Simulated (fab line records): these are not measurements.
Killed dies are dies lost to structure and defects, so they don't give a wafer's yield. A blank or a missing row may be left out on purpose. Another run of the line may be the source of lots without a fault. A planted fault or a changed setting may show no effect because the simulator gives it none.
Matching of chambers + flow sfqLine + 4 sister chambers for SFQ_TRILAYER_I4_CMP_CMP_100 on cmp-02
The step polishes SiO2. 4 wafers are shown with their chamber, then 7 later ones without.

WAFERS WITH THEIR CHAMBER
| wafer  | chamber | motorCurrentA (A) |
|--------|---------|-------------------|
| L629.1 | 1       | 10.9              |
| L629.5 | 3       | 10.9              |
| L631.4 | 2       | 10.7              |
| L631.3 | 0       | 10.1              |

WAFERS WHOSE CHAMBER IS MISSING
| wafer  | motorCurrentA (A) |
|--------|-------------------|
| L631.6 | 10.7              |
| L634.2 | 11.7              |
| L634.4 | 10.8              |
| L634.5 | 11.0              |
| L635.2 | 11.2              |
| L635.3 | 10.6              |
| L635.5 | 10.4              |

CHAMBER TAKEN BY EACH
| wafer  | from the rows above               | in truth |
|--------|-----------------------------------|----------|
| L631.6 | can't be placed: 2 or 1 or 3 or 0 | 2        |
| L634.2 | can't be placed: 1 or 3 or 2      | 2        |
| L634.4 | can't be placed: 1 or 3 or 2 or 0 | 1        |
| L634.5 | can't be placed: 1 or 3 or 2      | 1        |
| L635.2 | can't be placed: 1 or 3 or 2      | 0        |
| L635.3 | can't be placed: 2 or 1 or 3 or 0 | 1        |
| L635.5 | can't be placed: 2 or 0 or 1 or 3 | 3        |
Placed correctly: 0 of 7. From these rows, 7 cannot be placed; in 6 the true chamber is one of the candidates. Number placed wrongly: 0.
How it was worked out, from the rows above alone: a wafer's distance from a chamber is the root of the sum, over the readings, of the square of ((its reading less the chamber's mean) divided by the reading's scatter). The wafer belongs to the nearest chamber; if the next one is less than 2 further off, it can't be placed. For every chamber, the mean is computed from those of its wafers that are shown. The scatter (one wafer shown for each chamber): square how far every hidden wafer sits from the nearest shown wafer, average those squares and take the square root.
